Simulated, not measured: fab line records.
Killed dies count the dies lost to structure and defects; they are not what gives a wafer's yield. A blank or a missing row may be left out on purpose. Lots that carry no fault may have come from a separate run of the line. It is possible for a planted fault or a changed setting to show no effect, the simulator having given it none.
fab line records || flow sky130 || part 2 of 2: steps 30 to 41 of 41
record: {"lots": 5, "wafers": 15, "lastDay": 50}
route steps=708 shown VT_ADJUST_LVTN@99 VT_ADJUST_NCORE@119 VT_ADJUST_HVTR@131
lots untouched by any fault: they come from a run of this same line in which no faults occurred
startH: the number of hours between the record's first day and the start of the first shown wafer of the lot || waitH: hours since the lot's step before || " repeats the value in the row above || L1.1+2: a row that stands for several wafers || - no value, or no start given || * or withheld: withheld || < > ~ a bound
route shown NAME@n: names a module that has steps shown in the file, with the first one's number in the route || usual: average and standard deviation across the fault-free wafers || same: alike in all rows || chamber/n: place in a boat || sites: the reading at each site || _std_site: the values' standard deviation || _edge_site: mean of outer sites minus mean of inner sites || radiusMm: for every site, how far away it sits from the centre of the wafer || mask NAME#n: copy n || behind: the most recent tool/chamber to have shaped the wafer || hold: the reason the lot was held/the length of the hold in hours/how it ended || device: names the non-switching transistor (n, p or np) || end of line: the route-end tests of the same wafers || for a step that has no rows: nothing shown but its recipe || killed: dies that structure and defects cost at the first sort, which is not the same as the wafer's yield || map: the dies of a wafer, with x for killed, . for not killed, _ for no die there
set.NAME: the run value of the setting; set.NAME@STEP: its run value at that earlier step || model.NAME: the simulator's own value behind a step, which no gauge read
a table for each step, a row for each wafer; lots at some steps of the route
services: a tool's chamber out of use, with start hour (startH, from the record's first day; less than 0 if before it), hours out, and reason
== steps ==
step: SKY_VT_ADJUST_NCORE_IMPLANT_09
recipe: {"species": "B", "energyKev": 10, "doseCm2": 2.4e+12, "tiltDeg": "withheld"}
usual: {"beamEnergyKeV": "10.000/0.0034", "faradayCurrentUA": "13.53/0.27"}
{"lot.wafer": "L076.1", "tool": "implanter-03", "chamber": 0, "startH": 196.23, "waitH": 0.0, "beamEnergyKeV": 10.003, "faradayCurrentUA": 13.71}
{"lot.wafer": "L076.2", "tool": "implanter-03", "chamber": 0, "startH": 196.23, "waitH": 0.0, "beamEnergyKeV": 9.997, "faradayCurrentUA": 13.03}
{"lot.wafer": "L076.3", "tool": "implanter-03", "chamber": 0, "startH": 196.23, "waitH": 0.0, "beamEnergyKeV": 9.997, "faradayCurrentUA": 13.80}
{"lot.wafer": "L089.1", "tool": "implanter-01", "chamber": 0, "startH": 294.83, "waitH": 0.0, "beamEnergyKeV": 9.997, "faradayCurrentUA": 13.43}
{"lot.wafer": "L089.2", "tool": "implanter-01", "chamber": 0, "startH": 294.83, "waitH": 0.0, "beamEnergyKeV": 9.997, "faradayCurrentUA": 13.65}
{"lot.wafer": "L089.5", "tool": "implanter-01", "chamber": 0, "startH": 294.83, "waitH": 0.0, "beamEnergyKeV": 10.000, "faradayCurrentUA": 13.93}
{"lot.wafer": "L091.1", "tool": "implanter-01", "chamber": 0, "startH": 304.48, "waitH": 0.0, "beamEnergyKeV": 9.998, "faradayCurrentUA": 13.71}
{"lot.wafer": "L091.2", "tool": "implanter-01", "chamber": 0, "startH": 304.48, "waitH": 0.0, "beamEnergyKeV": 10.004, "faradayCurrentUA": 13.64}
{"lot.wafer": "L091.3", "tool": "implanter-01", "chamber": 0, "startH": 304.48, "waitH": 0.0, "beamEnergyKeV": 10.006, "faradayCurrentUA": 13.30}
{"lot.wafer": "L094.2", "tool": "implanter-01", "chamber": 0, "startH": 332.06, "waitH": 0.0, "beamEnergyKeV": 9.994, "faradayCurrentUA": 13.24}
{"lot.wafer": "L094.4", "tool": "implanter-01", "chamber": 0, "startH": 332.06, "waitH": 0.0, "beamEnergyKeV": 9.998, "faradayCurrentUA": 13.62}
{"lot.wafer": "L094.5", "tool": "implanter-01", "chamber": 0, "startH": 332.06, "waitH": 0.0, "beamEnergyKeV": 9.992, "faradayCurrentUA": 13.46}
{"lot.wafer": "L096.1", "tool": "implanter-02", "chamber": 0, "startH": 342.03, "waitH": 0.0, "beamEnergyKeV": 9.998, "faradayCurrentUA": 13.66}
{"lot.wafer": "L096.3", "tool": "implanter-02", "chamber": 0, "startH": 342.03, "waitH": 0.0, "beamEnergyKeV": 9.996, "faradayCurrentUA": 13.69}
{"lot.wafer": "L096.5", "tool": "implanter-02", "chamber": 0, "startH": 342.03, "waitH": 0.0, "beamEnergyKeV": 9.997, "faradayCurrentUA": 13.40}
step: SKY_VT_ADJUST_NCORE_STRIP_10
recipe: {"chemistry": "O2/N2", "powerW": 1400, "pressureMtorr": 1500, "platenTempC": "withheld", "o2FlowSccm": 3000, "n2FlowSccm": 300, "overashFraction": 0.5}
usual: {"drypumpMotorCurrentA": "5.4/0.39", "n2FlowSccm": "299.8/0.85", "o2FlowSccm": "3000/9.1", "oesProductAu": "0.716/0.0044", "stripTimeToEndpointS": "14.17/0.036"}
{"lot.wafer": "L076.1", "tool": "plasmaAsher-01", "chamber": 1, "startH": 196.38, "waitH": 0.1, "drypumpMotorCurrentA": 5.6, "n2FlowSccm": 300.2, "o2FlowSccm": 3016, "oesProductAu": 0.719, "rfHoursCounterH": 55, "stripTimeToEndpointS": 14.15}
{"lot.wafer": "L076.2", "tool": "plasmaAsher-01", "chamber": 0, "startH": 196.38, "waitH": 0.1, "drypumpMotorCurrentA": 4.9, "n2FlowSccm": 299.3, "o2FlowSccm": 3010, "oesProductAu": 0.715, "rfHoursCounterH": 55, "stripTimeToEndpointS": 14.15}
{"lot.wafer": "L076.3", "tool": "plasmaAsher-01", "chamber": 1, "startH": 196.38, "waitH": 0.1, "drypumpMotorCurrentA": 5.6, "n2FlowSccm": 299.3, "o2FlowSccm": 2998, "oesProductAu": 0.719, "rfHoursCounterH": "-", "stripTimeToEndpointS": 14.16}
{"lot.wafer": "L089.1", "tool": "plasmaAsher-03", "chamber": 0, "startH": 294.98, "waitH": 0.1, "drypumpMotorCurrentA": 5.0, "n2FlowSccm": 299.8, "o2FlowSccm": 2992, "oesProductAu": 0.714, "rfHoursCounterH": 18, "stripTimeToEndpointS": 14.12}
{"lot.wafer": "L089.2", "tool": "plasmaAsher-03", "chamber": 1, "startH": 294.98, "waitH": 0.1, "drypumpMotorCurrentA": 5.9, "n2FlowSccm": 301.6, "o2FlowSccm": 3002, "oesProductAu": 0.714, "rfHoursCounterH": 18, "stripTimeToEndpointS": 14.11}
{"lot.wafer": "L089.5", "tool": "plasmaAsher-03", "chamber": 1, "startH": 294.98, "waitH": 0.1, "drypumpMotorCurrentA": 5.9, "n2FlowSccm": 301.1, "o2FlowSccm": 3004, "oesProductAu": 0.710, "rfHoursCounterH": "-", "stripTimeToEndpointS": 14.14}
{"lot.wafer": "L091.1", "tool": "plasmaAsher-03", "chamber": 0, "startH": 304.63, "waitH": 0.1, "drypumpMotorCurrentA": 5.1, "n2FlowSccm": 300.0, "o2FlowSccm": 3002, "oesProductAu": 0.706, "rfHoursCounterH": 19, "stripTimeToEndpointS": 14.20}
{"lot.wafer": "L091.2", "tool": "plasmaAsher-03", "chamber": 1, "startH": 304.63, "waitH": 0.1, "drypumpMotorCurrentA": 5.9, "n2FlowSccm": 299.5, "o2FlowSccm": 3010, "oesProductAu": 0.717, "rfHoursCounterH": 19, "stripTimeToEndpointS": 14.17}
{"lot.wafer": "L091.3", "tool": "plasmaAsher-03", "chamber": 0, "startH": 304.63, "waitH": 0.1, "drypumpMotorCurrentA": 5.0, "n2FlowSccm": 300.2, "o2FlowSccm": 3001, "oesProductAu": 0.711, "rfHoursCounterH": "-", "stripTimeToEndpointS": 14.17}
{"lot.wafer": "L094.2", "tool": "plasmaAsher-03", "chamber": 0, "startH": 332.19, "waitH": 0.1, "drypumpMotorCurrentA": 5.0, "n2FlowSccm": 300.5, "o2FlowSccm": 3001, "oesProductAu": 0.716, "rfHoursCounterH": 22, "stripTimeToEndpointS": 14.18}
{"lot.wafer": "L094.4", "tool": "plasmaAsher-03", "chamber": 1, "startH": 332.19, "waitH": 0.1, "drypumpMotorCurrentA": 5.9, "n2FlowSccm": 299.6, "o2FlowSccm": 3015, "oesProductAu": 0.713, "rfHoursCounterH": "-", "stripTimeToEndpointS": 14.18}
{"lot.wafer": "L094.5", "tool": "plasmaAsher-03", "chamber": 0, "startH": 332.19, "waitH": 0.1, "drypumpMotorCurrentA": 5.0, "n2FlowSccm": 300.9, "o2FlowSccm": 3010, "oesProductAu": 0.721, "rfHoursCounterH": "-", "stripTimeToEndpointS": 14.18}
{"lot.wafer": "L096.1", "tool": "plasmaAsher-04", "chamber": 1, "startH": 342.18, "waitH": 0.1, "drypumpMotorCurrentA": 5.2, "n2FlowSccm": 301.0, "o2FlowSccm": 2997, "oesProductAu": 0.713, "rfHoursCounterH": 49, "stripTimeToEndpointS": 14.26}
{"lot.wafer": "L096.3", "tool": "plasmaAsher-04", "chamber": 0, "startH": 342.18, "waitH": 0.1, "drypumpMotorCurrentA": 5.6, "n2FlowSccm": 300.1, "o2FlowSccm": 2989, "oesProductAu": 0.718, "rfHoursCounterH": "-", "stripTimeToEndpointS": 14.21}
{"lot.wafer": "L096.5", "tool": "plasmaAsher-04", "chamber": 1, "startH": 342.18, "waitH": 0.1, "drypumpMotorCurrentA": 5.2, "n2FlowSccm": 301.7, "o2FlowSccm": 2994, "oesProductAu": 0.716, "rfHoursCounterH": "-", "stripTimeToEndpointS": 14.23}
step: SKY_VT_ADJUST_NCORE_TW_MEAS_11
usual: {"VT_ADJUST_NCORE_TW": "218/4"}
{"lot.wafer": "L076.1", "tool": "filmMetro-04", "chamber": "-", "startH": 196.48, "waitH": 0.1, "VT_ADJUST_NCORE_TW": 222}
{"lot.wafer": "L076.2", "tool": "filmMetro-04", "chamber": "-", "startH": 196.48, "waitH": 0.1, "VT_ADJUST_NCORE_TW": 223}
{"lot.wafer": "L076.3", "tool": "filmMetro-04", "chamber": "-", "startH": 196.48, "waitH": 0.1, "VT_ADJUST_NCORE_TW": 223}
{"lot.wafer": "L089.1", "tool": "filmMetro-02", "chamber": "-", "startH": 295.08, "waitH": 0.1, "VT_ADJUST_NCORE_TW": 212}
{"lot.wafer": "L089.2", "tool": "filmMetro-02", "chamber": "-", "startH": 295.08, "waitH": 0.1, "VT_ADJUST_NCORE_TW": 212}
{"lot.wafer": "L089.5", "tool": "filmMetro-02", "chamber": "-", "startH": 295.08, "waitH": 0.1, "VT_ADJUST_NCORE_TW": 211}
{"lot.wafer": "L091.1", "tool": "filmMetro-02", "chamber": "-", "startH": 304.73, "waitH": 0.1, "VT_ADJUST_NCORE_TW": 211}
{"lot.wafer": "L091.2", "tool": "filmMetro-02", "chamber": "-", "startH": 304.73, "waitH": 0.1, "VT_ADJUST_NCORE_TW": 212}
{"lot.wafer": "L091.3", "tool": "filmMetro-02", "chamber": "-", "startH": 304.73, "waitH": 0.1, "VT_ADJUST_NCORE_TW": 213}
{"lot.wafer": "L094.2", "tool": "filmMetro-04", "chamber": "-", "startH": 332.30, "waitH": 0.1, "VT_ADJUST_NCORE_TW": 222}
{"lot.wafer": "L094.4", "tool": "filmMetro-04", "chamber": "-", "startH": 332.30, "waitH": 0.1, "VT_ADJUST_NCORE_TW": 221}
{"lot.wafer": "L094.5", "tool": "filmMetro-04", "chamber": "-", "startH": 332.30, "waitH": 0.1, "VT_ADJUST_NCORE_TW": 223}
{"lot.wafer": "L096.1", "tool": "filmMetro-02", "chamber": "-", "startH": 342.28, "waitH": 0.1, "VT_ADJUST_NCORE_TW": 214}
{"lot.wafer": "L096.3", "tool": "filmMetro-02", "chamber": "-", "startH": 342.28, "waitH": 0.1, "VT_ADJUST_NCORE_TW": 213}
{"lot.wafer": "L096.5", "tool": "filmMetro-02", "chamber": "-", "startH": 342.28, "waitH": 0.1, "VT_ADJUST_NCORE_TW": 213}
step: SKY_VT_ADJUST_HVTR_DEHYDRATE_00
recipe: {"tempC": 200, "timeS": 60}
{"lot.wafer": "L076.1+2+3", "tool": "lithoTrack-01", "chamber": 0, "startH": 207.43, "waitH": 10.9}
{"lot.wafer": "L089.1+2+5", "tool": "lithoTrack-01", "chamber": 0, "startH": 306.83, "waitH": 11.7}
{"lot.wafer": "L091.1+2+3", "tool": "lithoTrack-04", "chamber": 0, "startH": 317.62, "waitH": 12.9}
{"lot.wafer": "L094.2+4+5", "tool": "lithoTrack-03", "chamber": 0, "startH": 345.14, "waitH": 12.8}
{"lot.wafer": "L096.1+3+5", "tool": "lithoTrack-04", "chamber": 0, "startH": 355.77, "waitH": 13.5}
step: SKY_VT_ADJUST_HVTR_HMDS_01
recipe: {"primeTimeS": 60, "primeTempC": 120}
{"lot.wafer": "L076.1+2+3", "tool": "lithoTrack-01", "chamber": 0, "startH": 207.58, "waitH": 0.1}
{"lot.wafer": "L089.1+2+5", "tool": "lithoTrack-01", "chamber": 0, "startH": 306.98, "waitH": 0.1}
{"lot.wafer": "L091.1+2+3", "tool": "lithoTrack-04", "chamber": 0, "startH": 317.77, "waitH": 0.1}
{"lot.wafer": "L094.2+4+5", "tool": "lithoTrack-03", "chamber": 0, "startH": 345.29, "waitH": 0.1}
{"lot.wafer": "L096.1+3+5", "tool": "lithoTrack-04", "chamber": 0, "startH": 355.92, "waitH": 0.1}
step: SKY_VT_ADJUST_HVTR_COAT_02
recipe: {"resist": "NOVOLAK", "spinRpm": 3000, "resistThkNm": 1140}
{"lot.wafer": "L076.1+2+3", "tool": "lithoTrack-01", "chamber": 0, "startH": 207.73, "waitH": 0.1}
{"lot.wafer": "L089.1+2+5", "tool": "lithoTrack-01", "chamber": 0, "startH": 307.13, "waitH": 0.1}
{"lot.wafer": "L091.1+2+3", "tool": "lithoTrack-04", "chamber": 0, "startH": 317.92, "waitH": 0.1}
{"lot.wafer": "L094.2+4+5", "tool": "lithoTrack-03", "chamber": 0, "startH": 345.44, "waitH": 0.1}
{"lot.wafer": "L096.1+3+5", "tool": "lithoTrack-04", "chamber": 0, "startH": 356.07, "waitH": 0.1}
step: SKY_VT_ADJUST_HVTR_SOFTBAKE_03
recipe: {"tempC": 90, "timeS": 60, "resist": "NOVOLAK"}
{"lot.wafer": "L076.1+2+3", "tool": "lithoTrack-01", "chamber": 0, "startH": 207.88, "waitH": 0.1}
{"lot.wafer": "L089.1+2+5", "tool": "lithoTrack-01", "chamber": 0, "startH": 307.28, "waitH": 0.1}
{"lot.wafer": "L091.1+2+3", "tool": "lithoTrack-04", "chamber": 0, "startH": 318.07, "waitH": 0.1}
{"lot.wafer": "L094.2+4+5", "tool": "lithoTrack-03", "chamber": 0, "startH": 345.59, "waitH": 0.1}
{"lot.wafer": "L096.1+3+5", "tool": "lithoTrack-04", "chamber": 0, "startH": 356.22, "waitH": 0.1}
step: SKY_VT_ADJUST_HVTR_EXPOSE_04
recipe: {"maskId": "HVTRM", "targetCdNm": 380, "na": 0.6, "sourceShape": "conventional", "sigmaOuter": 0.6, "doseMj": 150}
usual: {"focusOffsetNm": "0.2/0.54"}
{"lot.wafer": "L076.1", "tool": "ilineStepper-01", "chamber": 0, "startH": "-", "waitH": "-", "mask": "HVTRM#0", "focusOffsetNm": 0.2}
{"lot.wafer": "L076.2", "tool": "ilineStepper-01", "chamber": 0, "startH": "-", "waitH": "-", "mask": "HVTRM#0", "focusOffsetNm": 0.2}
{"lot.wafer": "L076.3", "tool": "ilineStepper-01", "chamber": 0, "startH": "-", "waitH": "-", "mask": "HVTRM#0", "focusOffsetNm": 0.7}
{"lot.wafer": "L089.1", "tool": "ilineStepper-01", "chamber": 0, "startH": "-", "waitH": "-", "mask": "HVTRM#0", "focusOffsetNm": 0.1}
{"lot.wafer": "L089.2", "tool": "ilineStepper-01", "chamber": 0, "startH": "-", "waitH": "-", "mask": "HVTRM#0", "focusOffsetNm": -0.5}
{"lot.wafer": "L089.5", "tool": "ilineStepper-01", "chamber": 0, "startH": "-", "waitH": "-", "mask": "HVTRM#0", "focusOffsetNm": -1.2}
{"lot.wafer": "L091.1", "tool": "ilineStepper-01", "chamber": 0, "startH": "-", "waitH": "-", "mask": "HVTRM#0", "focusOffsetNm": 0.6}
{"lot.wafer": "L091.2", "tool": "ilineStepper-01", "chamber": 0, "startH": "-", "waitH": "-", "mask": "HVTRM#0", "focusOffsetNm": -0.5}
{"lot.wafer": "L091.3", "tool": "ilineStepper-01", "chamber": 0, "startH": "-", "waitH": "-", "mask": "HVTRM#0", "focusOffsetNm": 1.1}
{"lot.wafer": "L094.2", "tool": "ilineStepper-02", "chamber": 0, "startH": "-", "waitH": "-", "mask": "HVTRM#0", "focusOffsetNm": 0.2}
{"lot.wafer": "L094.4", "tool": "ilineStepper-02", "chamber": 0, "startH": "-", "waitH": "-", "mask": "HVTRM#0", "focusOffsetNm": -0.1}
{"lot.wafer": "L094.5", "tool": "ilineStepper-02", "chamber": 0, "startH": "-", "waitH": "-", "mask": "HVTRM#0", "focusOffsetNm": -0.6}
{"lot.wafer": "L096.1", "tool": "ilineStepper-01", "chamber": 0, "startH": "-", "waitH": "-", "mask": "HVTRM#0", "focusOffsetNm": -0.8}
{"lot.wafer": "L096.3", "tool": "ilineStepper-01", "chamber": 0, "startH": "-", "waitH": "-", "mask": "HVTRM#0", "focusOffsetNm": -0.2}
{"lot.wafer": "L096.5", "tool": "ilineStepper-01", "chamber": 0, "startH": "-", "waitH": "-", "mask": "HVTRM#0", "focusOffsetNm": -0.7}
step: SKY_VT_ADJUST_HVTR_PEB_05
recipe: {"tempC": "withheld", "timeS": "*", "resist": "NOVOLAK"}
{"lot.wafer": "L076.1+2+3", "tool": "lithoTrack-01", "chamber": 0, "startH": "-", "waitH": "-"}
{"lot.wafer": "L089.1+2+5", "tool": "lithoTrack-01", "chamber": 0, "startH": "-", "waitH": "-"}
{"lot.wafer": "L091.1+2+3", "tool": "lithoTrack-04", "chamber": 0, "startH": "-", "waitH": "-"}
{"lot.wafer": "L094.2+4+5", "tool": "lithoTrack-04", "chamber": 0, "startH": "-", "waitH": "-"}
{"lot.wafer": "L096.1+3+5", "tool": "lithoTrack-03", "chamber": 0, "startH": "-", "waitH": "-"}
step: SKY_VT_ADJUST_HVTR_DEVELOP_06
recipe: {"developTimeS": 60, "devTempC": 23}
{"lot.wafer": "L076.1+2+3", "tool": "lithoTrack-01", "chamber": 0, "startH": 218.53, "waitH": 0.1}
{"lot.wafer": "L089.1+2+5", "tool": "lithoTrack-01", "chamber": 0, "startH": 320.63, "waitH": 0.1}
{"lot.wafer": "L091.1+2+3", "tool": "lithoTrack-04", "chamber": 0, "startH": 331.22, "waitH": 0.1}
{"lot.wafer": "L094.2+4+5", "tool": "lithoTrack-04", "chamber": 0, "startH": 359.34, "waitH": 0.1}
{"lot.wafer": "L096.1+3+5", "tool": "lithoTrack-03", "chamber": 0, "startH": 369.97, "waitH": 0.1}
step: SKY_VT_ADJUST_HVTR_CD_MEAS_07
recipe: {"targetCdNm": 380}
usual: {"cdNm": "380.4/2.4"}
{"lot.wafer": "L076.1", "tool": "cdSem-01", "chamber": "-", "startH": 218.68, "waitH": 0.1, "cdNm": 380.0}
{"lot.wafer": "L076.2", "tool": "cdSem-01", "chamber": "-", "startH": 218.68, "waitH": 0.1, "cdNm": 380.0}
{"lot.wafer": "L076.3", "tool": "cdSem-01", "chamber": "-", "startH": 218.68, "waitH": 0.1, "cdNm": 376.8}
{"lot.wafer": "L089.1", "tool": "cdSem-01", "chamber": "-", "startH": 320.78, "waitH": 0.1, "cdNm": 380.0}
{"lot.wafer": "L089.2", "tool": "cdSem-01", "chamber": "-", "startH": 320.78, "waitH": 0.1, "cdNm": 379.2}
{"lot.wafer": "L089.5", "tool": "cdSem-01", "chamber": "-", "startH": 320.78, "waitH": 0.1, "cdNm": 380.4}
{"lot.wafer": "L091.1", "tool": "cdSem-01", "chamber": "-", "startH": 331.37, "waitH": 0.1, "cdNm": 381.2}
{"lot.wafer": "L091.2", "tool": "cdSem-01", "chamber": "-", "startH": 331.37, "waitH": 0.1, "cdNm": 382.3}
{"lot.wafer": "L091.3", "tool": "cdSem-01", "chamber": "-", "startH": 331.37, "waitH": 0.1, "cdNm": 382.6}
{"lot.wafer": "L094.2", "tool": "cdSem-01", "chamber": "-", "startH": 359.49, "waitH": 0.1, "cdNm": 382.7}
{"lot.wafer": "L094.4", "tool": "cdSem-01", "chamber": "-", "startH": 359.49, "waitH": 0.1, "cdNm": 381.5}
{"lot.wafer": "L094.5", "tool": "cdSem-01", "chamber": "-", "startH": 359.49, "waitH": 0.1, "cdNm": 382.0}
{"lot.wafer": "L096.1", "tool": "cdSem-02", "chamber": "-", "startH": 370.12, "waitH": 0.1, "cdNm": 384.6}
{"lot.wafer": "L096.3", "tool": "cdSem-02", "chamber": "-", "startH": 370.12, "waitH": 0.1, "cdNm": 387.2}
{"lot.wafer": "L096.5", "tool": "cdSem-02", "chamber": "-", "startH": 370.12, "waitH": 0.1, "cdNm": 381.3}
step: SKY_VT_ADJUST_HVTR_OVL_MEAS_08
usual: {"VT_ADJUST_HVTR_OVL": "0.7/1.4"}
{"lot.wafer": "L076.1", "tool": "overlay-02", "chamber": "-", "startH": 218.80, "waitH": 0.1, "VT_ADJUST_HVTR_OVL[nm]": 0.0}
{"lot.wafer": "L076.2", "tool": "overlay-02", "chamber": "-", "startH": 218.80, "waitH": 0.1, "VT_ADJUST_HVTR_OVL[nm]": 0.1}
{"lot.wafer": "L076.3", "tool": "overlay-02", "chamber": "-", "startH": 218.80, "waitH": 0.1, "VT_ADJUST_HVTR_OVL[nm]": 2.6}
{"lot.wafer": "L089.1", "tool": "overlay-01", "chamber": "-", "startH": 320.90, "waitH": 0.1, "VT_ADJUST_HVTR_OVL[nm]": 0.7}
{"lot.wafer": "L089.2", "tool": "overlay-01", "chamber": "-", "startH": 320.90, "waitH": 0.1, "VT_ADJUST_HVTR_OVL[nm]": 0.9}
{"lot.wafer": "L089.5", "tool": "overlay-01", "chamber": "-", "startH": 320.90, "waitH": 0.1, "VT_ADJUST_HVTR_OVL[nm]": 2.2}
{"lot.wafer": "L091.1", "tool": "overlay-01", "chamber": "-", "startH": 331.49, "waitH": 0.1, "VT_ADJUST_HVTR_OVL[nm]": 2.7}
{"lot.wafer": "L091.2", "tool": "overlay-01", "chamber": "-", "startH": 331.49, "waitH": 0.1, "VT_ADJUST_HVTR_OVL[nm]": 0.3}
{"lot.wafer": "L091.3", "tool": "overlay-01", "chamber": "-", "startH": 331.49, "waitH": 0.1, "VT_ADJUST_HVTR_OVL[nm]": 2.1}
{"lot.wafer": "L094.2", "tool": "overlay-02", "chamber": "-", "startH": 359.60, "waitH": 0.1, "VT_ADJUST_HVTR_OVL[nm]": -1.8}
{"lot.wafer": "L094.4", "tool": "overlay-02", "chamber": "-", "startH": 359.60, "waitH": 0.1, "VT_ADJUST_HVTR_OVL[nm]": -0.5}
{"lot.wafer": "L094.5", "tool": "overlay-02", "chamber": "-", "startH": 359.60, "waitH": 0.1, "VT_ADJUST_HVTR_OVL[nm]": -2.1}
{"lot.wafer": "L096.1", "tool": "overlay-02", "chamber": "-", "startH": 370.24, "waitH": 0.1, "VT_ADJUST_HVTR_OVL[nm]": -1.0}
{"lot.wafer": "L096.3", "tool": "overlay-02", "chamber": "-", "startH": 370.24, "waitH": 0.1, "VT_ADJUST_HVTR_OVL[nm]": 1.9}
{"lot.wafer": "L096.5", "tool": "overlay-02", "chamber": "-", "startH": 370.24, "waitH": 0.1, "VT_ADJUST_HVTR_OVL[nm]": 1.0}
== services ==
{"tool": "implanter-01", "chamber": "-", "startH": 131.17, "hours": 3.9, "kind": "pm"}
{"tool": "plasmaAsher-04", "chamber": "-", "startH": 131.74, "hours": 15.6, "kind": "pm"}
{"tool": "implanter-01", "chamber": "-", "startH": 135.02, "hours": 5.0, "kind": "pm"}
{"tool": "implanter-03", "chamber": "-", "startH": 140.01, "hours": 2.8, "kind": "repair"}
{"tool": "implanter-01", "chamber": "-", "startH": 146.60, "hours": 5.7, "kind": "repair"}
{"tool": "ilineStepper-01", "chamber": "-", "startH": 154.89, "hours": 2.4, "kind": "repair"}
{"tool": "implanter-03", "chamber": "-", "startH": 155.75, "hours": 10.2, "kind": "pm"}
{"tool": "plasmaAsher-02", "chamber": "-", "startH": 172.05, "hours": 6.5, "kind": "repair"}
{"tool": "implanter-03", "chamber": "-", "startH": 172.86, "hours": 2.8, "kind": "repair"}
{"tool": "ilineStepper-01", "chamber": "-", "startH": 183.85, "hours": 2.1, "kind": "pm"}
{"tool": "plasmaAsher-04", "chamber": "-", "startH": 185.71, "hours": 7.7, "kind": "repair"}
{"tool": "plasmaAsher-04", "chamber": "-", "startH": 192.23, "hours": 6.0, "kind": "repair"}
{"tool": "ilineStepper-01", "chamber": "-", "startH": 208.30, "hours": 1.7, "kind": "pm"}
{"tool": "plasmaAsher-02", "chamber": "-", "startH": 230.92, "hours": 0.4, "kind": "repair"}
{"tool": "ilineStepper-02", "chamber": "-", "startH": 290.59, "hours": 2.1, "kind": "pm"}
{"tool": "ilineStepper-01", "chamber": "-", "startH": 295.74, "hours": 0.6, "kind": "repair"}
{"tool": "ilineStepper-02", "chamber": "-", "startH": 310.99, "hours": 1.2, "kind": "repair"}
{"tool": "ilineStepper-02", "chamber": "-", "startH": 315.53, "hours": 0.6, "kind": "repair"}
{"tool": "implanter-03", "chamber": "-", "startH": 322.96, "hours": 2.2, "kind": "pm"}
{"tool": "plasmaAsher-04", "chamber": "-", "startH": 327.01, "hours": 3.4, "kind": "repair"}
{"tool": "implanter-03", "chamber": "-", "startH": 344.16, "hours": 10.0, "kind": "repair"}
{"tool": "ilineStepper-02", "chamber": "-", "startH": 346.45, "hours": 19.1, "kind": "repair"}
{"tool": "ilineStepper-02", "chamber": "-", "startH": 348.30, "hours": 0.5, "kind": "repair"}
{"tool": "plasmaAsher-02", "chamber": "-", "startH": 353.17, "hours": 1.4, "kind": "repair"}
